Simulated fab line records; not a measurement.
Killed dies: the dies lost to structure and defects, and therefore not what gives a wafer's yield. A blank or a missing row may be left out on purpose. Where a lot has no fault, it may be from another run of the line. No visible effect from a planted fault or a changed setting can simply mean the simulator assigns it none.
What tool caused it? | flow gf180mcu | 12 lots, 36 wafers sampled, at 3 steps of a route of 602

== WHAT THE GAUGES SHOWED, per wafer ==
GF_V4_OVL_MEAS_15.
lot  | measured     | on         | V4_OVL (nm)
L075 | day 24 16:53 | overlay-01 | 0 -2 6
L077 | day 25 06:36 | overlay-02 | 9 6 8
L079 | day 26 04:15 | overlay-02 | -1 -13 -2
L081 | day 26 16:47 | overlay-02 | 8 -1 -1
L083 | day 27 11:24 | overlay-01 | -1 0 -4
L085 | day 28 03:53 | overlay-01 | -4 -2 -5
L087 | day 28 17:31 | overlay-02 | -6 -7 -7
L089 | day 29 08:21 | overlay-02 | -2 3 2
L091 | day 29 17:18 | overlay-02 | -6 -9 -10
L093 | day 30 05:25 | overlay-02 | 3 4 4
L095 | day 30 17:54 | overlay-02 | 2 -3 -2
L097 | day 31 05:17 | overlay-02 | 4 6 5

== WHICH TOOL RAN EACH LOT (tool, then ch and the chambers of the sampled wafers, then the start) ==
lot  | GF_M2_SPUTTER_03             | GF_V3_CVD_02
L075 | pvd_sputter-02, day 18 13:55 | pecvd-04 ch 0,2, day 21 17:13
L077 | pvd_sputter-02, day 19 03:40 | pecvd-01 ch 0,2, day 22 07:43
L079 | pvd_sputter-04, day 20 04:11 | pecvd-04 ch 0,2, day 23 07:36
L081 | pvd_sputter-04, day 20 19:10 | pecvd-01 ch 0,1,2, day 23 20:53
L083 | pvd_sputter-03, day 21 16:58 | pecvd-03 ch 0,1,2, day 24 16:59
L085 | pvd_sputter-03, day 22 12:15 | pecvd-04 ch 0,1,2, day 25 12:04
L087 | pvd_sputter-03, day 23 03:40 | pecvd-03 ch 0,1,2, day 26 02:23
L089 | pvd_sputter-03, day 23 22:20 | pecvd-01 ch 0,1, day 26 17:44
L091 | pvd_sputter-03, day 24 07:05 | pecvd-04 ch 0,1,2, day 27 03:10
L093 | pvd_sputter-04, day 25 00:03 | pecvd-04 ch 0,1,2, day 27 18:10
L095 | pvd_sputter-02, day 25 13:40 | pecvd-04 ch 1,2, day 28 05:39
L097 | pvd_sputter-03, day 26 02:42 | pecvd-04 ch 0,1,2, day 28 17:52
- GF_M2_SPUTTER_03: material Ti, target thk 10 nm, time 6.7 s.
- GF_V3_CVD_02: deposits SiO2 from TEOS, target thk 850 nm, time 94.851 s.

== THE ANSWER, worked out from the rows above alone ==
Rule: the lots themselves supply what counts as usual. Put in order of their means at a reading, lots are off if they are a third of the lots or fewer, leave a main group of 4 or more, and stand apart from it by a gap of 3 or more times the standard deviation of the main group's means; of several such gaps the widest counts. A main group is skipped when, at the precision printed for the reading in the tables above, its means are all equal. Also off: a lot with no number at a reading for which 4 or more lots have one. Any other lot the step has rows for is counted as sound.
No lot is off at any reading shown: from this, nothing can be told.

== WHAT THE SIMULATOR HAD PUT IN ==
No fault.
